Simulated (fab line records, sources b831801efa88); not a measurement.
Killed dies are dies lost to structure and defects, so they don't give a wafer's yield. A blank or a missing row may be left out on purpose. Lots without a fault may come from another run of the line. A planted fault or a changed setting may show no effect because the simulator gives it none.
Chamber matching | flow gf180mcu | GF_STI_ETCH_13 on rie_diel-03: 4 sister chambers
The step etches the open film in CHF3/O2, stops on Si, target depth 282.31 nm, time 112.9 s. 14 wafers are shown with their chamber, then 7 later ones without.

WAFERS WITH THEIR CHAMBER
wafer  | chamber | drypump_motor_current_A (A) | bias_w (W) | oes_product_au (a.u.)
L444.2 | 0       | 5.3                         | 200.4      | 0.835
L444.5 | 1       | 5.6                         | 200.6      | 0.845
L444.6 | 0       | 5.3                         | 200.3      | 0.829
L445.2 | 1       | 5.6                         | 200.4      | 0.838
L445.3 | 3       | 5.1                         | 200.6      | 0.838
L445.4 | 0       | 5.3                         | 200.3      | 0.831
L450.2 | 2       | 6.3                         | 200.8      | 0.831
L450.3 | 0       | 5.3                         | 199.7      | 0.829
L450.4 | 3       | 5.1                         | 200.1      | 0.834
L452.1 | 3       | 5.1                         | 199.8      | 0.825
L452.2 | 0       | 5.3                         | 199.1      | 0.831
L452.6 | 3       | 5.1                         | 200.5      | 0.832
L456.4 | 1       | 5.7                         | 200.4      | 0.838
L456.5 | 1       | 5.6                         | 199.9      | 0.830

SIGNATURES (means of the wafers above)
reading                 | chamber 0 | chamber 1 | chamber 2 | chamber 3 | scatter within a chamber
drypump_motor_current_A | 5.300     | 5.625     | 6.300     | 5.100     | 0.0274
bias_w                  | 199.960   | 200.325   | 200.800   | 200.250   | 0.437
oes_product_au          | 0.83100   | 0.83775   | 0.83100   | 0.83225   | 0.00475
Rule: a wafer's distance from a chamber is the root of the sum, over the readings, of the square of ((its reading less the chamber's mean) divided by the reading's scatter). The wafer belongs to the nearest chamber; if the next one is less than 2 further off, it can't be placed. The scatter: the root of (the sum of the squares of (reading less its chamber's mean) over the shown wafers, divided by (wafers less chambers)).

WAFERS WITHOUT THEIR CHAMBER
wafer  | drypump_motor_current_A (A) | bias_w (W) | oes_product_au (a.u.)
L456.6 | 5.3                         | 200.3      | 0.834
L465.2 | 5.1                         | 199.5      | 0.829
L465.3 | 5.6                         | 200.0      | 0.829
L465.6 | 5.3                         | 200.6      | 0.833
L466.1 | 5.3                         | 200.8      | 0.829
L466.2 | 6.3                         | 200.1      | 0.824
L466.3 | 5.6                         | 198.4      | 0.821

WHICH CHAMBER EACH WENT THROUGH
wafer  | from the rows above | in truth
L456.6 | 0                   | 0
L465.2 | 3                   | 3
L465.3 | 1                   | 1
L465.6 | 0                   | 0
L466.1 | 0                   | 0
L466.2 | 2                   | 2
L466.3 | 1                   | 1
Placed correctly: 7 of 7. Can't be placed from these rows: 0. Placed wrongly: 0.
